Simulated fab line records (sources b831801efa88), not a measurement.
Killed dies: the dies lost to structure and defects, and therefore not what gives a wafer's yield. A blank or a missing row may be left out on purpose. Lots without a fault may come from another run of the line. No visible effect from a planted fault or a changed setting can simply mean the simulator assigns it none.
Chamber matching -- flow sky130 -- 4 sister chambers for SKY_CONTACT_ETCH_17 on rie_diel-01
The step etches SiO2 in C4F8/O2/Ar, stops on Si3N4, target depth 340 nm. 4 wafers are shown with their chamber, then 7 later ones without.

== WAFERS WITH THEIR CHAMBER ==
wafer,chamber,oes_product_au (a.u.)
L817.5,2,0.891
L829.3,1,0.889
L833.1,3,0.894
L833.2,0,0.891

== WAFERS MISSING THEIR CHAMBER ==
wafer,oes_product_au (a.u.)
L833.6,0.889
L835.1,0.888
L835.4,0.898
L835.6,0.892
L836.1,0.891
L836.3,0.891
L836.6,0.896

== EACH ONE'S CHAMBER ==
wafer,from the rows above,in truth
L833.6,can't be placed: 1 or 0 or 2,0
L835.1,can't be placed: 1 or 0 or 2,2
L835.4,can't be placed: 3 or 0 or 2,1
L835.6,can't be placed: 0 or 2 or 3 or 1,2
L836.1,can't be placed: 0 or 2 or 1 or 3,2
L836.3,can't be placed: 0 or 2 or 1 or 3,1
L836.6,can't be placed: 3 or 0 or 2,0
Correct placement for 0 of the 7. These rows do not allow placing 7 (true chamber among the candidates in 6). Wrongly placed: 0.
How it was worked out, from the rows above alone: a wafer's distance from a chamber is the root of the sum, over the readings, of the square of ((its reading less the chamber's mean) divided by the reading's scatter). If the next closest chamber is less than 2 further off than the closest, the wafer can't be placed; otherwise it belongs to the closest. Each chamber's mean is taken over the wafers shown for it. The scatter: root of mean squared gap, hidden wafer to nearest shown wafer, with one shown wafer a chamber.
